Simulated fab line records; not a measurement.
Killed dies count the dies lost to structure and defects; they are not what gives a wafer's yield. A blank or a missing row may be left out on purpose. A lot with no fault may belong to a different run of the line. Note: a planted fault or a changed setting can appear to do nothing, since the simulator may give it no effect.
Shared-tool check || flow sky130 || Sampled: 12 lots, 36 wafers

== WHY THIS WAS OPENED ==
SKY_VIA1_THK_MEAS_01, reading VIA1_HDPCVD_THK: flagged on 2 of 12 lots. No-fault wafers: 1029 nm, standard deviation 12.
Rule: flag the lot when none of its wafers has a number, or when each of its wafers that has one lies beyond 4 standard deviations from that mean. The other lots count as sound.

{"lot": "L921", "measured": "day 33 04:20", "on": "filmMetro-02", "VIA1_HDPCVD_THK (nm), wafer by wafer": "1038 1040 1039", "flag": ""}
{"lot": "L922", "measured": "day 33 10:50", "on": "filmMetro-01", "VIA1_HDPCVD_THK (nm), wafer by wafer": "1034 1028 1029", "flag": ""}
{"lot": "L923", "measured": "day 34 03:47", "on": "filmMetro-03", "VIA1_HDPCVD_THK (nm), wafer by wafer": "1038 1055 1049", "flag": ""}
{"lot": "L924", "measured": "day 34 06:11", "on": "filmMetro-03", "VIA1_HDPCVD_THK (nm), wafer by wafer": "1036 1023 1026", "flag": ""}
{"lot": "L926", "measured": "day 35 02:58", "on": "filmMetro-02", "VIA1_HDPCVD_THK (nm), wafer by wafer": "1009 1021 1014", "flag": ""}
{"lot": "L928", "measured": "day 35 06:46", "on": "filmMetro-02", "VIA1_HDPCVD_THK (nm), wafer by wafer": "1022 1025 1021", "flag": ""}
{"lot": "L927", "measured": "day 35 07:58", "on": "filmMetro-01", "VIA1_HDPCVD_THK (nm), wafer by wafer": "1042 1036 1040", "flag": ""}
{"lot": "L929", "measured": "day 35 21:43", "on": "filmMetro-01", "VIA1_HDPCVD_THK (nm), wafer by wafer": "1005 1029 1029", "flag": ""}
{"lot": "L934", "measured": "day 37 09:33", "on": "filmMetro-02", "VIA1_HDPCVD_THK (nm), wafer by wafer": "1010 1026 1008", "flag": ""}
{"lot": "L936", "measured": "day 37 17:59", "on": "filmMetro-01", "VIA1_HDPCVD_THK (nm), wafer by wafer": "815 833 828", "flag": "FLAGGED"}
{"lot": "L938", "measured": "day 38 10:28", "on": "filmMetro-02", "VIA1_HDPCVD_THK (nm), wafer by wafer": "843 829 816", "flag": "FLAGGED"}
{"lot": "L941", "measured": "day 39 14:43", "on": "filmMetro-03", "VIA1_HDPCVD_THK (nm), wafer by wafer": "1036 1031 1028", "flag": ""}
On average the flagged lots' numbers are 827 nm, which is -202 nm against the usual, or -17 standard deviations.

== WHICH TOOL EACH LOT WENT THROUGH ==
Before the reading, the record contains 2 process steps out of a 708-step route. Cell contents, in order: the tool; ch with the chambers the sampled wafers went through; the start.
{"lot": "L921", "flag": "", "SKY_METAL1_SPUTTER_00": "pvdSputter-03, day 31 23:09", "SKY_VIA1_HDPCVD_00": "hdpcvd-02 ch 0,2, day 33 04:12"}
{"lot": "L922", "flag": "", "SKY_METAL1_SPUTTER_00": "pvdSputter-01, day 32 06:08", "SKY_VIA1_HDPCVD_00": "hdpcvd-01 ch 1,2, day 33 10:42"}
{"lot": "L923", "flag": "", "SKY_METAL1_SPUTTER_00": "pvdSputter-02, day 32 23:49", "SKY_VIA1_HDPCVD_00": "hdpcvd-02 ch 0,1,2, day 34 03:40"}
{"lot": "L924", "flag": "", "SKY_METAL1_SPUTTER_00": "pvdSputter-03, day 33 02:22", "SKY_VIA1_HDPCVD_00": "hdpcvd-02 ch 0,1,2, day 34 06:04"}
{"lot": "L926", "flag": "", "SKY_METAL1_SPUTTER_00": "pvdSputter-02, day 33 23:22", "SKY_VIA1_HDPCVD_00": "hdpcvd-01 ch 0,1,2, day 35 02:51"}
{"lot": "L928", "flag": "", "SKY_METAL1_SPUTTER_00": "pvdSputter-01, day 34 03:17", "SKY_VIA1_HDPCVD_00": "hdpcvd-01 ch 0,1, day 35 06:39"}
{"lot": "L927", "flag": "", "SKY_METAL1_SPUTTER_00": "pvdSputter-02, day 34 03:49", "SKY_VIA1_HDPCVD_00": "hdpcvd-02 ch 0,1, day 35 07:50"}
{"lot": "L929", "flag": "", "SKY_METAL1_SPUTTER_00": "pvdSputter-01, day 34 18:37", "SKY_VIA1_HDPCVD_00": "hdpcvd-01 ch 1,2, day 35 21:37"}
{"lot": "L934", "flag": "", "SKY_METAL1_SPUTTER_00": "pvdSputter-02, day 36 06:28", "SKY_VIA1_HDPCVD_00": "hdpcvd-01 ch 0,1, day 37 09:25"}
{"lot": "L936", "flag": "FLAGGED", "SKY_METAL1_SPUTTER_00": "pvdSputter-01, day 36 14:31", "SKY_VIA1_HDPCVD_00": "hdpcvd-02 ch 1,2, day 37 17:52"}
{"lot": "L938", "flag": "FLAGGED", "SKY_METAL1_SPUTTER_00": "pvdSputter-02, day 37 06:59", "SKY_VIA1_HDPCVD_00": "hdpcvd-02 ch 0,1, day 38 10:20"}
{"lot": "L941", "flag": "", "SKY_METAL1_SPUTTER_00": "pvdSputter-02, day 38 12:13", "SKY_VIA1_HDPCVD_00": "hdpcvd-01 ch 0,2, day 39 14:35"}
What the steps here do:
- SKY_METAL1_SPUTTER_00: material Ti, target thk 15 nm, time 10 s.
- SKY_VIA1_HDPCVD_00: deposits SiO2, target thk 1030 nm, time 171.7 s.
- SKY_VIA1_THK_MEAS_01

== FLAGGED OVER TOTAL, TOOL BY TOOL (the gauges that took the reading come last) ==
{"step": "SKY_METAL1_SPUTTER_00", "tool": "pvdSputter-01", "lots run": 4, "flagged": 1, "share of the flagged lots": "some", "sound lots run after its first flagged lot": 0}
{"step": "SKY_METAL1_SPUTTER_00", "tool": "pvdSputter-02", "lots run": 6, "flagged": 1, "share of the flagged lots": "some", "sound lots run after its first flagged lot": "1 (L941)"}
{"step": "SKY_METAL1_SPUTTER_00", "tool": "pvdSputter-03", "lots run": 2, "flagged": 0, "share of the flagged lots": "none", "sound lots run after its first flagged lot": "-"}
{"step": "SKY_VIA1_HDPCVD_00", "tool": "hdpcvd-01", "lots run": 6, "flagged": 0, "share of the flagged lots": "none", "sound lots run after its first flagged lot": "-"}
{"step": "SKY_VIA1_HDPCVD_00", "tool": "hdpcvd-02", "lots run": 6, "flagged": 2, "share of the flagged lots": "all", "sound lots run after its first flagged lot": 0}
{"step": "SKY_VIA1_THK_MEAS_01", "tool": "filmMetro-01", "lots run": 4, "flagged": 1, "share of the flagged lots": "some", "sound lots run after its first flagged lot": 0}
{"step": "SKY_VIA1_THK_MEAS_01", "tool": "filmMetro-02", "lots run": 5, "flagged": 1, "share of the flagged lots": "some", "sound lots run after its first flagged lot": 0}
{"step": "SKY_VIA1_THK_MEAS_01", "tool": "filmMetro-03", "lots run": 3, "flagged": 0, "share of the flagged lots": "none", "sound lots run after its first flagged lot": "-"}

== WHAT IS ALLOWED BY THE TABLE ==
Rows of the table that ran each flagged lot: 1, that is hdpcvd-02 at SKY_VIA1_HDPCVD_00.
- hdpcvd-02 at SKY_VIA1_HDPCVD_00: 2 of its 6 lots flagged. A fault beginning between L927 (day 35 07:50), its last sound lot, and L936 (day 37 17:52), its first flagged one, fits the data. Its own readings lie more than 4 standard deviations out on every wafer of the flagged lots: sih4FlowSccm.
One tool is left: hdpcvd-02 at SKY_VIA1_HDPCVD_00.

== WHAT THE SIMULATOR HAD INSERTED ==
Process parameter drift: hdpcvd-02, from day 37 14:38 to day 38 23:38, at SKY_VIA1_HDPCVD_00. Setting sih4FlowSccm, moved by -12, from 60. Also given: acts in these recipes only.
Struck lots among those shown: L936, L938. The rule given above showed the same thing.
